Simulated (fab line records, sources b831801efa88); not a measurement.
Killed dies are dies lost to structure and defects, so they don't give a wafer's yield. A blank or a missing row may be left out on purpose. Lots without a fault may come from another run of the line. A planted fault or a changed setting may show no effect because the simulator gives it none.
fab line records | flow sky130
record lots=5 wafers=15 last_day=50
route steps=708 shown CAPM@542 METAL3@555 VIA3@573
lots that met no fault: from a run of the same line without faults
start_h: hours from the record's first day to the start of the lot's first wafer shown | wait_h: hours since the lot's step before | " the same as in the row above | L1.1+2: a row that stands for several wafers | - no value, or no start given | * or withheld: withheld | < > ~ a bound
route shown NAME@n: a module of which the file shows steps, and the number in the route of the first | usual: mean/standard deviation of fault-free wafers | same: alike in all rows | chamber/n: place in a boat | sites: the reading at each site | _std_site: their standard deviation | _edge_site: outer sites' mean less inner sites' | radius_mm: how far each site lies from the wafer's centre | mask NAME#n: copy n | behind: the tool/chamber that last shaped the wafer | hold: why the lot was held/for how many hours/how that ended | device: the transistor (n, p or np) that didn't switch | end of line: the same wafers' tests at the end of the route | a step without rows: its recipe alone | killed: dies lost to structure and defects at the first sort, not the wafer's yield | map: a wafer's dies, x killed, . not, _ none there
set.NAME: the setting as run; set.NAME@STEP: as run at that earlier step | model.NAME: the simulator's own value behind a step, which no gauge read
lots at some steps of the route; a table a step, a row a wafer
services: from which hour (start_h, from the record's first day; less than 0 if before it) a tool's chamber was out of use, for how many hours, and why
## steps
# step SKY_CAPM_DEHYDRATE_05
# recipe temp_c=200 time_s=60
# columns lot.wafer tool chamber start_h wait_h
L081.1+3+5 litho_track-03 0 913.84 11.2
L084.1+3+4 litho_track-01 0 940.41 11.8
L090.2+4+5 litho_track-03 0 982.82 11.9
L095.2+4+6 litho_track-01 0 1005.58 11.3
L096.1+4+6 litho_track-03 0 1014.60 11.0
# step SKY_CAPM_HMDS_06
# recipe prime_time_s=60 prime_temp_c=120
# columns lot.wafer tool chamber start_h wait_h
L081.1+3+5 litho_track-03 0 913.99 0.1
L084.1+3+4 litho_track-01 0 940.56 0.1
L090.2+4+5 litho_track-03 0 982.97 0.1
L095.2+4+6 litho_track-01 0 1005.73 0.1
L096.1+4+6 litho_track-03 0 1014.75 0.1
# step SKY_CAPM_COAT_07
# recipe resist=NOVOLAK spin_rpm=3000 resist_thk_nm=1140
# columns lot.wafer tool chamber start_h wait_h
L081.1+3+5 litho_track-03 0 914.14 0.1
L084.1+3+4 litho_track-01 0 940.71 0.1
L090.2+4+5 litho_track-03 0 983.12 0.1
L095.2+4+6 litho_track-01 0 1005.88 0.1
L096.1+4+6 litho_track-03 0 1014.90 0.1
# step SKY_CAPM_SOFTBAKE_08
# recipe temp_c=90 time_s=60 resist=NOVOLAK
# columns lot.wafer tool chamber start_h wait_h
L081.1+3+5 litho_track-03 0 914.29 0.1
L084.1+3+4 litho_track-01 0 940.86 0.1
L090.2+4+5 litho_track-03 0 983.27 0.1
L095.2+4+6 litho_track-01 0 1006.03 0.1
L096.1+4+6 litho_track-03 0 1015.05 0.1
# step SKY_CAPM_EXPOSE_09
# recipe mask_id=CAPM na=0.6 source_shape=conventional sigma_outer=0.6 polarization=unpolarized target_cd_nm=1000 dose_mj=159
# columns lot.wafer tool chamber start_h wait_h mask
L081.1+3+5 iline_stepper-02 0 - - CAPM#0
L084.1+3+4 iline_stepper-01 0 - - CAPM#0
L090.2+4+5 iline_stepper-02 0 - - CAPM#0
L095.2+4+6 iline_stepper-02 0 - - CAPM#0
L096.1+4+6 iline_stepper-02 0 - - CAPM#0
# step SKY_CAPM_PEB_10
# recipe temp_c=withheld time_s=* resist=NOVOLAK
# columns lot.wafer tool chamber start_h wait_h
L081.1+3+5 litho_track-04 0 - -
L084.1+3+4 litho_track-04 0 - -
L090.2+4+5 litho_track-01 0 - -
L095.2+4+6 litho_track-03 0 - -
L096.1+4+6 litho_track-01 0 - -
# step SKY_CAPM_DEVELOP_11
# recipe resist=NOVOLAK developer=TMAH develop_time_s=60 dev_temp_c=23
# columns lot.wafer tool chamber start_h wait_h
L081.1+3+5 litho_track-04 0 925.81 0.1
L084.1+3+4 litho_track-04 0 952.16 0.1
L090.2+4+5 litho_track-01 0 994.18 0.1
L095.2+4+6 litho_track-03 0 1017.17 0.1
L096.1+4+6 litho_track-01 0 1026.21 0.1
# step SKY_CAPM_OVL_MEAS_12
# usual CAPM_OVL=1.4/1.4
# columns lot.wafer tool chamber start_h wait_h CAPM_OVL[nm]
L081.1 overlay-01 - 925.96 0.1 -0.8
L081.3 " - " " 1.4
L081.5 " - " " 1.6
L084.1 overlay-02 - 952.31 0.1 0.4
L084.3 " - " " 1.3
L084.4 " - " " -0.2
L090.2 overlay-02 - 994.31 0.1 1.5
L090.4 " - " " 0.9
L090.5 " - " " 1.7
L095.2 overlay-02 - 1017.30 0.1 -0.5
L095.4 " - " " -1.3
L095.6 " - " " -0.6
L096.1 overlay-02 - 1026.36 0.1 -1.4
L096.4 " - " " -0.9
L096.6 " - " " -0.2
# step SKY_CAPM_METAL_ETCH_13
# recipe target_depth_nm=220 stop_on=SiO2 chemistry=Cl2/BCl3 target=TiN pressure_mtorr=10 icp_w=900 bias_w=48.5 Cl2_flow_sccm=60 bcl3_flow_sccm=30 time_s=62.9
# usual drypump_motor_current_A=5.8/0.56 mfc_cl2_sccm=59.99/0.16 oes_product_au=0.943/0.007 rf_fwd_power_W=892/3.1 throttle_valve_pct=21.901/0.0099
# columns lot.wafer tool chamber start_h wait_h drypump_motor_current_A mfc_cl2_sccm oes_product_au rf_fwd_power_W rf_hours_counter_h throttle_valve_pct
L081.1 rie_metal-04 0 926.00 0.0 6.5 59.95 0.952 897 14 21.894
L081.3 " 1 " " 6.0 60.00 0.939 893 - 21.907
L081.5 " 1 " " 6.0 59.77 0.949 891 - 21.885
L084.1 rie_metal-01 0 952.35 0.0 4.9 59.81 0.946 889 10 21.892
L084.3 " 1 " " 5.7 60.06 0.952 891 - 21.890
L084.4 " 0 " " 4.9 60.06 0.955 888 - 21.902
L090.2 rie_metal-02 0 994.34 0.0 6.4 59.92 0.938 894 17 21.892
L090.4 " 1 " " 5.5 60.01 0.929 895 - 21.900
L090.5 " 1 " " 5.5 59.84 0.942 891 - 21.921
L095.2 rie_metal-02 0 1017.33 0.0 6.4 59.86 0.938 889 18 21.897
L095.4 " 0 " " 6.3 60.34 0.933 890 - 21.906
L095.6 " 1 " " 5.5 59.98 0.939 896 - 21.898
L096.1 rie_metal-04 1 1026.39 0.0 6.0 59.73 0.939 898 12 21.907
L096.4 " 0 " " 6.4 59.80 0.943 895 - 21.904
L096.6 " 1 " " 5.9 59.81 0.950 894 - 21.884
# step SKY_CAPM_STRIP_14
# recipe chemistry=O2/N2 power_w=1400 pressure_mtorr=1500 platen_temp_c=withheld o2_flow_sccm=3000 n2_flow_sccm=300 overash_fraction=0.5
# usual drypump_motor_current_A=6.01/0.29 oes_product_au=0.710/0.0043 strip_time_to_endpoint_s=12.66/0.046
# columns lot.wafer tool chamber start_h wait_h drypump_motor_current_A oes_product_au rf_hours_counter_h strip_time_to_endpoint_s
L081.1 plasma_asher-02 1 926.07 0.1 6.08 0.710 48 12.63
L081.3 " 1 " " 6.05 0.707 - 12.68
L081.5 " 0 " " 5.79 0.714 - 12.64
L084.1 plasma_asher-02 1 952.42 0.1 6.06 0.705 51 12.69
L084.3 " 0 " " 5.77 0.707 - 12.73
L084.4 " 1 " " 6.07 0.709 - 12.73
L090.2 plasma_asher-02 1 994.42 0.1 6.09 0.708 55 12.69
L090.4 " 0 " " 5.79 0.718 - 12.75
L090.5 " 1 " " 6.08 0.709 - 12.74
L095.2 plasma_asher-03 1 1017.41 0.1 5.73 0.718 93 12.63
L095.4 " 0 " " 5.77 0.705 - 12.59
L095.6 " 1 " " 5.73 0.712 - 12.61
L096.1 plasma_asher-02 1 1026.47 0.1 6.06 0.708 58 12.67
L096.4 " 0 " " 5.81 0.719 - 12.68
L096.6 " 0 " " 5.80 0.706 - 12.69
# step SKY_CAPM_STRIP_15
# recipe chemistry=post_etch_residue_remover time_s=1200 temp_c=72.5
# columns lot.wafer tool chamber start_h wait_h
L081.1+3+5 wet_bench-02 1 926.17 0.1
L084.1+3+4 wet_bench-01 2 952.52 0.1
L090.2+4+5 wet_bench-02 1 994.52 0.1
L095.2+4+6 wet_bench-04 2 1017.51 0.1
L096.1+4+6 wet_bench-01 0 1026.57 0.1
# step SKY_CAPM_CLEAN_16
# recipe chemistry=IPA time_s=180 temp_c=25
# columns lot.wafer tool chamber start_h wait_h
L081.1+3+5 wet_bench-01 3 926.52 0.0
L084.1+3+4 wet_bench-04 3 952.87 0.0
L090.2+4+5 wet_bench-01 1 994.89 0.0
L095.2+4+6 wet_bench-01 3 1017.88 0.0
L096.1+4+6 wet_bench-04 2 1026.91 0.0
# step SKY_CAPM_CLEAN_17
# recipe chemistry=O3/DIW dry=n2_spin
# columns lot.wafer tool chamber start_h wait_h
L081.1+3+5 wet_bench-04 3 926.57 0.0
L084.1+3+4 wet_bench-02 2 952.92 0.0
L090.2+4+5 wet_bench-02 2 994.96 0.0
L095.2+4+6 wet_bench-04 3 1017.96 0.0
L096.1+4+6 wet_bench-01 0 1026.97 0.0
# step SKY_METAL3_DEHYDRATE_05
# recipe temp_c=200 time_s=60
# columns lot.wafer tool chamber start_h wait_h
L081.1+3+5 litho_track-02 0 938.70 12.0
L084.1+3+4 litho_track-02 0 964.80 11.8
L090.2+4+5 litho_track-01 0 1006.18 11.1
L095.2+4+6 litho_track-02 0 1028.83 10.8
L096.1+4+6 litho_track-03 0 1038.25 11.2
# step SKY_METAL3_HMDS_06
# recipe prime_time_s=60 prime_temp_c=120
# columns lot.wafer tool chamber start_h wait_h
L081.1+3+5 litho_track-02 0 938.85 0.1
L084.1+3+4 litho_track-02 0 964.95 0.1
L090.2+4+5 litho_track-01 0 1006.33 0.1
L095.2+4+6 litho_track-02 0 1028.98 0.1
L096.1+4+6 litho_track-03 0 1038.40 0.1
# step SKY_METAL3_COAT_07
# recipe resist=BARC temp_c=withheld time_s=withheld spin_rpm=3000 resist_thk_nm=60
# columns lot.wafer tool chamber start_h wait_h
L081.1+3+5 litho_track-02 0 939.00 0.1
L084.1+3+4 litho_track-02 0 965.10 0.1
L090.2+4+5 litho_track-01 0 1006.48 0.1
L095.2+4+6 litho_track-02 0 1029.13 0.1
L096.1+4+6 litho_track-03 0 1038.55 0.1
# step SKY_METAL3_COAT_08
# recipe resist=KrF-thick spin_rpm=3000 resist_thk_nm=1140
# columns lot.wafer tool chamber start_h wait_h
L081.1+3+5 litho_track-02 0 - -
L084.1+3+4 litho_track-02 0 - -
L090.2+4+5 litho_track-01 0 - -
L095.2+4+6 litho_track-02 0 - -
L096.1+4+6 litho_track-03 0 - -
# step SKY_METAL3_SOFTBAKE_09
# recipe temp_c=100 time_s=90 resist=KrF-thick
# columns lot.wafer tool chamber start_h wait_h
L081.1+3+5 litho_track-02 0 - -
L084.1+3+4 litho_track-02 0 - -
L090.2+4+5 litho_track-01 0 - -
L095.2+4+6 litho_track-02 0 - -
L096.1+4+6 litho_track-03 0 - -
# step SKY_METAL3_EXPOSE_10
# recipe mask_id=MM3 na=0.68 source_shape=annular sigma_inner=0.4 sigma_outer=0.8 target_cd_nm=300 dose_mj=28
# columns lot.wafer tool chamber start_h wait_h mask
L081.1+3+5 krf_scanner-02 0 - - MM3#0
L084.1+3+4 krf_scanner-02 0 - - MM3#0
L090.2+4+5 krf_scanner-01 0 - - MM3#0
L095.2+4+6 krf_scanner-01 0 - - MM3#0
L096.1+4+6 krf_scanner-01 0 - - MM3#0
# step SKY_METAL3_PEB_11
# recipe peb_temp_c=withheld peb_time_s=withheld resist=KrF-thick
# columns lot.wafer tool chamber start_h wait_h
L081.1+3+5 litho_track-03 0 - -
L084.1+3+4 litho_track-02 0 - -
L090.2+4+5 litho_track-03 0 - -
L095.2+4+6 litho_track-01 0 - -
L096.1+4+6 litho_track-02 0 - -
# step SKY_METAL3_DEVELOP_12
# recipe develop_time_s=60 resist=KrF-thick dev_temp_c=21
# columns lot.wafer tool chamber start_h wait_h
L081.1+3+5 litho_track-03 0 - -
L084.1+3+4 litho_track-02 0 - -
L090.2+4+5 litho_track-03 0 - -
L095.2+4+6 litho_track-01 0 - -
L096.1+4+6 litho_track-02 0 - -
# step SKY_METAL3_CD_MEAS_13
# recipe target_cd_nm=300
# usual cd_nm=300.0/1.4
# columns lot.wafer tool chamber start_h wait_h cd_nm
L081.1 cd_sem-02 - 951.40 - 301.9
L081.3 " - " " 301.1
L081.5 " - " " 302.1
L084.1 cd_sem-01 - 977.35 - 299.4
L084.3 " - " " 299.7
L084.4 " - " " 299.7
L090.2 cd_sem-01 - 1017.97 - 299.2
L090.4 " - " " 299.6
L090.5 " - " " 298.7
L095.2 cd_sem-01 - 1040.98 - 301.0
L095.4 " - " " 301.7
L095.6 " - " " 299.9
L096.1 cd_sem-02 - 1049.50 - 300.0
L096.4 " - " " 300.3
L096.6 " - " " 298.1
# step SKY_METAL3_OVL_MEAS_14
# usual METAL3_OVL=-2/5.6
# columns lot.wafer tool chamber start_h wait_h METAL3_OVL[nm]
L081.1 overlay-02 - 951.52 0.1 -16
L081.3 " - " " -13
L081.5 " - " " -16
L084.1 overlay-02 - 977.47 0.1 -8
L084.3 " - " " -7
L084.4 " - " " -7
L090.2 overlay-01 - 1018.07 0.1 -5
L090.4 " - " " -1
L090.5 " - " " 6
L095.2 overlay-01 - 1041.08 0.1 -4
L095.4 " - " " 2
L095.6 " - " " 4
L096.1 overlay-01 - 1049.62 0.1 7
L096.4 " - " " 8
L096.6 " - " " 1
# step SKY_METAL3_DESCUM_15
# recipe chemistry=O2 source_power_w=150 bias_power_w=0 pressure_mtorr=10 temp_c=40 time_s=8
# usual drypump_motor_current_A=6.0/0.39 oes_product_au=1.006/0.0072 rf_fwd_power_W=147.4/0.68
# columns lot.wafer tool chamber start_h wait_h drypump_motor_current_A oes_product_au rf_fwd_power_W rf_hours_counter_h
L081.1 rie_metal-03 0 951.55 0.0 5.5 1.010 148.5 13
L081.3 " 0 " " 5.5 1.004 148.1 -
L081.5 " 0 " " 5.5 1.015 148.6 -
L084.1 rie_metal-04 0 977.51 0.0 6.5 1.019 148.4 17
L084.3 " 1 " " 6.0 1.003 146.6 -
L084.4 " 0 " " 6.5 1.010 148.4 -
L090.2 rie_metal-04 0 1018.10 0.0 6.4 1.010 147.7 19
L090.4 " 0 " " 6.5 1.009 147.4 -
L090.5 " 1 " " 6.0 1.005 146.4 -
L095.2 rie_metal-02 1 1041.11 0.0 5.5 0.999 148.3 10
L095.4 " 0 " " 6.3 1.011 148.9 -
L095.6 " 1 " " 5.5 0.986 147.8 -
L096.1 rie_metal-02 0 1049.66 0.0 6.4 1.001 146.9 20
L096.4 " 0 " " 6.4 1.000 146.9 -
L096.6 " 0 " " 6.4 1.002 146.8 -
# step SKY_METAL3_ETCH_16
# recipe chemistry=N2/H2 target=BARC ion_energy_ev=200 bias_w=100 pressure_mtorr=30 n2_flow_sccm=100 h2_flow_sccm=200 icp_w=500 stop_on=SiO2 time_s=88.2 target_depth_a=600
# usual drypump_motor_current_A=6.0/0.39 oes_product_au=0.626/0.0041 rf_fwd_power_W=497.0/1.6 throttle_valve_pct=13.204/0.0088
# columns lot.wafer tool chamber start_h wait_h drypump_motor_current_A oes_product_au rf_fwd_power_W rf_hours_counter_h throttle_valve_pct
L081.1 rie_metal-03 0 951.61 0.1 5.5 0.623 498.2 13 13.208
L081.3 " 0 " " 5.5 0.627 497.2 - 13.193
L081.5 " 0 " " 5.5 0.627 499.8 - 13.200
L084.1 rie_metal-04 0 977.54 0.0 6.5 0.631 494.2 17 13.206
L084.3 " 1 " " 6.0 0.631 496.7 - 13.207
L084.4 " 0 " " 6.4 0.631 495.4 - 13.203
L090.2 rie_metal-04 0 1018.13 0.0 6.5 0.630 497.3 19 13.206
L090.4 " 0 " " 6.5 0.628 499.8 - 13.206
L090.5 " 1 " " 6.0 0.628 498.6 - 13.221
L095.2 rie_metal-02 1 1041.14 0.0 5.5 0.616 495.3 10 13.195
L095.4 " 0 " " 6.4 0.626 498.0 - 13.195
L095.6 " 1 " " 5.6 0.625 496.5 - 13.194
L096.1 rie_metal-02 0 1049.69 0.0 6.4 0.626 498.7 20 13.200
L096.4 " 0 " " 6.4 0.627 495.3 - 13.207
L096.6 " 0 " " 6.4 0.623 496.4 - 13.217
# step SKY_METAL3_ETCH_17
# recipe target=SiO2 stop_on=TiN chemistry=C4F8/O2/Ar source_w=1500 bias_w=1200 pressure_mtorr=40 c4f8_flow_sccm=withheld O2_flow_sccm=6 Ar_flow_sccm=300 time_s=3.9 target_depth_a=150
# usual oes_product_au=0.754/0.0065 rf_fwd_power_W=1465/6.5
# columns lot.wafer tool chamber start_h wait_h oes_product_au rf_fwd_power_W rf_hours_counter_h
L081.1 rie_diel-01 1 951.81 0.2 0.742 1465 17
L081.3 " 0 " " 0.741 1460 6
L081.5 " 3 " " 0.752 1464 -
L084.1 rie_diel-04 1 977.64 0.1 0.738 1469 10
L084.3 " 3 " " 0.748 1464 19
L084.4 " 2 " " 0.757 1462 17
L090.2 rie_diel-03 2 1018.23 0.1 0.754 1468 23
L090.4 " 3 " " 0.756 1474 27
L090.5 " 3 " " 0.756 1469 -
L095.2 rie_diel-03 2 1041.24 0.1 0.752 1477 23
L095.4 " 3 " " 0.753 1475 -
L095.6 " 2 " " 0.757 1476 -
L096.1 rie_diel-01 0 1049.79 0.1 0.760 1464 9
L096.4 " 2 " " 0.752 1460 20
L096.6 " 3 " " 0.765 1468 -
# step SKY_METAL3_METAL_ETCH_18
# recipe target_depth_a=8450 stop_on=SiO2 over_etch_frac=0.3 time_s=183.1 chemistry=Cl2/BCl3 resist_sidewall_deg=88 pressure_mtorr=10 icp_w=900 bias_w=48.5 Cl2_flow_sccm=60 bcl3_flow_sccm=30
# usual drypump_motor_current_A=6.0/0.35 mfc_cl2_sccm=60.04/0.16 oes_product_au=0.866/0.0059 rf_fwd_power_W=896.9/2.9 throttle_valve_pct=22.264/0.0092
# columns lot.wafer tool chamber start_h wait_h drypump_motor_current_A mfc_cl2_sccm oes_product_au rf_fwd_power_W rf_hours_counter_h throttle_valve_pct
L081.1 rie_metal-04 0 951.83 0.0 6.5 60.04 0.864 901.1 15 22.269
L081.3 " 1 " " 6.0 59.86 0.866 892.4 - 22.278
L081.5 " 1 " " 6.0 59.96 0.869 891.8 - 22.272
L084.1 rie_metal-03 0 977.66 0.0 5.5 59.83 0.861 895.7 15 22.257
L084.3 " 0 " " 5.5 59.83 0.856 895.1 - 22.260
L084.4 " 1 " " 5.9 60.10 0.867 896.4 - 22.263
L090.2 rie_metal-03 1 1018.25 0.0 5.9 60.08 0.863 894.8 10 22.255
L090.4 " 1 " " 5.9 60.16 0.865 897.2 - 22.258
L090.5 " 1 " " 6.0 60.16 0.872 897.9 - 22.270
L095.2 rie_metal-04 0 1041.26 0.0 6.5 59.85 0.858 901.0 21 22.260
L095.4 " 0 " " 6.4 59.78 0.863 903.9 - 22.274
L095.6 " 0 " " 6.4 60.01 0.870 898.7 - 22.264
L096.1 rie_metal-03 0 1049.81 0.0 5.5 59.96 0.869 894.3 20 22.262
L096.4 " 1 " " 5.9 59.93 0.871 895.5 - 22.263
L096.6 " 1 " " 5.9 60.08 0.865 896.3 - 22.268
# step SKY_METAL3_STRIP_19
# recipe chemistry=O2/N2 power_w=1400 pressure_mtorr=1500 platen_temp_c=withheld o2_flow_sccm=3000 n2_flow_sccm=300 overash_fraction=0.5
# usual drypump_motor_current_A=5.80/0.23 oes_product_au=0.501/0.005 strip_time_to_endpoint_s=6.49/0.071
# columns lot.wafer tool chamber start_h wait_h drypump_motor_current_A oes_product_au rf_hours_counter_h strip_time_to_endpoint_s
L081.1 plasma_asher-03 1 952.01 0.1 5.74 0.499 87 6.45
L081.3 " 0 " " 5.83 0.502 - 6.61
L081.5 " 1 " " 5.70 0.503 - 6.56
L084.1 plasma_asher-04 1 977.84 0.1 5.31 0.504 108 6.55
L084.3 " 1 " " 5.31 0.508 - 6.57
L084.4 " 0 " " 5.99 0.508 - 6.59
L090.2 plasma_asher-02 0 1018.43 0.1 5.81 0.495 57 6.42
L090.4 " 1 " " 6.07 0.505 - 6.45
L090.5 " 0 " " 5.80 0.487 - 6.41
L095.2 plasma_asher-03 1 1041.44 0.1 5.68 0.504 95 6.42
L095.4 " 0 " " 5.77 0.500 - 6.41
L095.6 " 1 " " 5.75 0.495 - 6.39
L096.1 plasma_asher-03 0 1049.99 0.1 5.83 0.501 96 6.52
L096.4 " 1 " " 5.74 0.498 - 6.49
L096.6 " 0 " " 5.77 0.497 - 6.46
# step SKY_METAL3_STRIP_20
# recipe chemistry=post_etch_residue_remover time_s=1200 temp_c=72.5
# columns lot.wafer tool chamber start_h wait_h
L081.1+3+5 wet_bench-04 1 952.11 0.1
L084.1+3+4 wet_bench-02 2 977.94 0.1
L090.2+4+5 wet_bench-03 3 1018.53 0.1
L095.2+4+6 wet_bench-04 1 1041.54 0.1
L096.1+4+6 wet_bench-02 3 1050.09 0.1
# step SKY_METAL3_CLEAN_21
# recipe chemistry=IPA time_s=180 temp_c=25
# columns lot.wafer tool chamber start_h wait_h
L081.1+3+5 wet_bench-02 0 952.45 0.0
L084.1+3+4 wet_bench-03 0 978.28 0.0
L090.2+4+5 wet_bench-02 2 1018.87 0.0
L095.2+4+6 wet_bench-02 2 1041.88 0.0
L096.1+4+6 wet_bench-03 1 1050.49 0.0
# step SKY_METAL3_CLEAN_22
# recipe chemistry=O3/DIW dry=n2_spin
# columns lot.wafer tool chamber start_h wait_h
L081.1+3+5 wet_bench-03 3 952.51 0.0
L084.1+3+4 wet_bench-04 3 978.34 0.0
L090.2+4+5 wet_bench-03 0 1018.93 0.0
L095.2+4+6 wet_bench-03 0 1041.94 0.0
L096.1+4+6 wet_bench-02 0 1050.56 0.0
# step SKY_VIA3_HDPCVD_00
# recipe material=SiO2 target_thk_nm=1635 sigma_open_frac=0.3 time_s=272.5 temp_c=400 sih4_flow_sccm=60 pressure_mtorr=6
# columns lot.wafer tool chamber start_h wait_h
L081.1+3+5 hdpcvd-01 0,2,1 952.60 0.0
L084.1+3+4 hdpcvd-01 1,1,0 978.44 0.0
L090.2+4+5 hdpcvd-02 2,0,1 1019.02 0.0
L095.2+4+6 hdpcvd-02 0,2,0 1042.04 0.0
L096.1+4+6 hdpcvd-01 1,0,2 1050.66 0.0
# step SKY_VIA3_THK_MEAS_01
# recipe reads=SiO2_of_VIA3_HDPCVD_00
# usual VIA3_HDPCVD_THK=1638/16
# columns lot.wafer tool chamber start_h wait_h VIA3_HDPCVD_THK[nm]
L081.1 film_metro-04 - 952.77 0.1 1636
L081.3 " - " " 1653
L081.5 " - " " 1644
L084.1 film_metro-04 - 978.69 0.2 1640
L084.3 " - " " 1636
L084.4 " - " " 1639
L090.2 film_metro-01 - 1019.20 0.1 1655
L090.4 " - " " 1681
L090.5 " - " " 1645
L095.2 film_metro-01 - 1042.21 0.1 1662
L095.4 " - " " 1638
L095.6 " - " " 1670
L096.1 film_metro-01 - 1050.83 0.1 1624
L096.4 " - " " 1653
L096.6 " - " " 1660
# step SKY_VIA3_CMP_02
# recipe material=SiO2 down_force_psi=4 platen_rpm=60 pad_velocity_m_s=0.94248
# usual motor_current_A=12.0/1.2 retaining_ring_pressure_frac=0.999/0.0049
# columns lot.wafer tool chamber start_h wait_h motor_current_A retaining_ring_pressure_frac
L081.1 cmp-02 0 952.83 0.1 15.0 1.003
L081.3 " 1 " " 10.7 1.007
L081.5 " 1 " " 11.3 1.005
L084.4 cmp-01 2 978.75 0.0 12.4 0.999
L084.1 " 0 " " 12.0 1.002
L084.3 " 1 " " 11.0 1.003
L090.2 cmp-01 3 1019.30 0.1 11.9 0.998
L090.4 " 0 " " 13.3 0.995
L090.5 " 3 " " 12.2 1.004
L095.2 cmp-02 1 1042.26 0.0 11.3 0.990
L095.4 " 2 " " 12.4 1.004
L095.6 " 2 " " 11.8 0.998
L096.1 cmp-02 1 1050.99 0.1 11.0 0.997
L096.4 " 2 " " 12.6 1.000
L096.6 " 0 " " 14.3 1.004
# step SKY_VIA3_BOW_MEAS_03
# recipe mode=bow
# usual VIA3_BOW=79/7.2
# columns lot.wafer tool chamber start_h wait_h VIA3_BOW[um]
L081.1 film_metro-01 - 953.13 0.2 81
L081.3 " - " " 80
L081.5 " - " " 74
L084.1 film_metro-03 - 979.05 0.1 82
L084.3 " - " " 78
L084.4 " - " " 56
L090.2 film_metro-01 - 1019.57 0.2 82
L090.4 " - " " 85
L090.5 " - " " 89
L095.2 film_metro-04 - 1042.58 0.3 75
L095.4 " - " " 79
L095.6 " - " " 80
L096.1 film_metro-01 - 1051.19 0.1 87
L096.4 " - " " 88
L096.6 " - " " 74
# step SKY_VIA3_DEHYDRATE_04
# recipe temp_c=200 time_s=60
# columns lot.wafer tool chamber start_h wait_h
L081.1+3+5 litho_track-01 0 965.61 12.5
L084.1+3+4 litho_track-01 0 990.66 11.6
L090.2+4+5 litho_track-04 0 1031.09 11.5
L095.2+4+6 litho_track-04 0 1052.94 10.3
L096.1+4+6 litho_track-01 0 1062.21 11.0
# step SKY_VIA3_HMDS_05
# recipe prime_time_s=60 prime_temp_c=120
# columns lot.wafer tool chamber start_h wait_h
L081.1+3+5 litho_track-01 0 965.76 0.1
L084.1+3+4 litho_track-01 0 990.81 0.1
L090.2+4+5 litho_track-04 0 1031.24 0.1
L095.2+4+6 litho_track-04 0 1053.09 0.1
L096.1+4+6 litho_track-01 0 1062.36 0.1
# step SKY_VIA3_COAT_06
# recipe resist=BARC temp_c=withheld time_s=withheld spin_rpm=3000 resist_thk_nm=60
# columns lot.wafer tool chamber start_h wait_h
L081.1+3+5 litho_track-01 0 965.91 0.1
L084.1+3+4 litho_track-01 0 990.96 0.1
L090.2+4+5 litho_track-04 0 1031.39 0.1
L095.2+4+6 litho_track-04 0 1053.24 0.1
L096.1+4+6 litho_track-01 0 1062.51 0.1
# step SKY_VIA3_COAT_07
# recipe resist=KrF-thick spin_rpm=3000 resist_thk_nm=450
# columns lot.wafer tool chamber start_h wait_h
L081.1+3+5 litho_track-01 0 - -
L084.1+3+4 litho_track-01 0 - -
L090.2+4+5 litho_track-04 0 - -
L095.2+4+6 litho_track-04 0 - -
L096.1+4+6 litho_track-01 0 - -
# step SKY_VIA3_SOFTBAKE_08
# recipe temp_c=100 time_s=90 resist=KrF-thick
# columns lot.wafer tool chamber start_h wait_h
L081.1+3+5 litho_track-01 0 - -
L084.1+3+4 litho_track-01 0 - -
L090.2+4+5 litho_track-04 0 - -
L095.2+4+6 litho_track-04 0 - -
L096.1+4+6 litho_track-01 0 - -
# step SKY_VIA3_EXPOSE_09
# recipe mask_id=VIM3 na=0.8 source_shape=annular sigma_inner=0.55 sigma_outer=0.85 target_cd_nm=200 dose_mj=38
# columns lot.wafer tool chamber start_h wait_h mask
L081.1+3+5 krf_scanner-01 0 - - VIM3#0
L084.1+3+4 krf_scanner-01 0 - - VIM3#0
L090.2+4+5 krf_scanner-01 0 - - VIM3#0
L095.2+4+6 krf_scanner-02 0 - - VIM3#0
L096.1+4+6 krf_scanner-02 0 - - VIM3#0
# step SKY_VIA3_PEB_10
# recipe peb_temp_c=withheld peb_time_s=withheld resist=KrF-thick
# columns lot.wafer tool chamber start_h wait_h
L081.1+3+5 litho_track-01 0 - -
L084.1+3+4 litho_track-01 0 - -
L090.2+4+5 litho_track-01 0 - -
L095.2+4+6 litho_track-04 0 - -
L096.1+4+6 litho_track-01 0 - -
# step SKY_VIA3_DEVELOP_11
# recipe develop_time_s=60 resist=KrF-thick dev_temp_c=21
# columns lot.wafer tool chamber start_h wait_h
L081.1+3+5 litho_track-01 0 - -
L084.1+3+4 litho_track-01 0 - -
L090.2+4+5 litho_track-01 0 - -
L095.2+4+6 litho_track-04 0 - -
L096.1+4+6 litho_track-01 0 - -
# step SKY_VIA3_CD_MEAS_12
# recipe target_cd_nm=200
# usual cd_nm=200.5/1.2
# columns lot.wafer tool chamber start_h wait_h cd_nm
L081.1 cd_sem-01 - 977.47 - 201.0
L081.3 " - " " 200.3
L081.5 " - " " 200.7
L084.1 cd_sem-01 - 1001.76 - 200.0
L084.3 " - " " 201.1
L084.4 " - " " 199.1
L090.2 cd_sem-01 - 1042.78 - 200.0
L090.4 " - " " 199.8
L090.5 " - " " 199.9
L095.2 cd_sem-02 - 1064.48 - 200.0
L095.4 " - " " 200.9
L095.6 " - " " 199.9
L096.1 cd_sem-02 - 1072.76 - 201.2
L096.4 " - " " 200.1
L096.6 " - " " 200.6
# step SKY_VIA3_OVL_MEAS_13
# usual VIA3_OVL=-1/5.1
# columns lot.wafer tool chamber start_h wait_h VIA3_OVL[nm]
L081.1 overlay-01 - 977.59 0.1 3
L081.3 " - " " 7
L081.5 " - " " -5
L084.1 overlay-01 - 1001.88 0.1 6
L084.3 " - " " 8
L084.4 " - " " 3
L090.2 overlay-01 - 1042.88 0.1 -5
L090.4 " - " " 3
L090.5 " - " " -6
L095.2 overlay-01 - 1064.59 0.1 -6
L095.4 " - " " -4
L095.6 " - " " -8
L096.1 overlay-02 - 1072.88 0.1 4
L096.4 " - " " -2
L096.6 " - " " -3
## services
# columns tool chamber start_h hours kind
krf_scanner-01 - 891.47 8.2 repair
krf_scanner-02 - 897.44 7.9 repair
cmp-02 - 899.44 6.2 repair
krf_scanner-02 - 901.58 1.0 repair
cmp-02 - 906.38 4.1 repair
krf_scanner-01 - 908.47 1.0 pm
plasma_asher-03 - 921.52 1.1 repair
cmp-02 - 933.24 1.0 repair
krf_scanner-01 - 934.57 0.8 pm
rie_metal-03 1 948.72 16.2 repair
krf_scanner-02 - 948.91 7.2 pm
krf_scanner-02 - 971.45 1.0 pm
hdpcvd-01 2 971.85 12.2 repair
krf_scanner-02 - 973.26 0.4 repair
krf_scanner-01 - 977.04 5.6 repair
krf_scanner-01 - 980.23 0.4 repair
krf_scanner-02 - 991.83 1.3 pm
hdpcvd-01 - 1001.94 6.0 pm
krf_scanner-02 - 1008.51 0.8 pm
krf_scanner-01 - 1013.37 1.3 pm
iline_stepper-02 - 1017.92 1.7 pm
cmp-02 - 1028.40 4.0 pm
krf_scanner-02 - 1045.37 4.4 pm
iline_stepper-02 - 1064.38 2.1 pm
## key
fault none
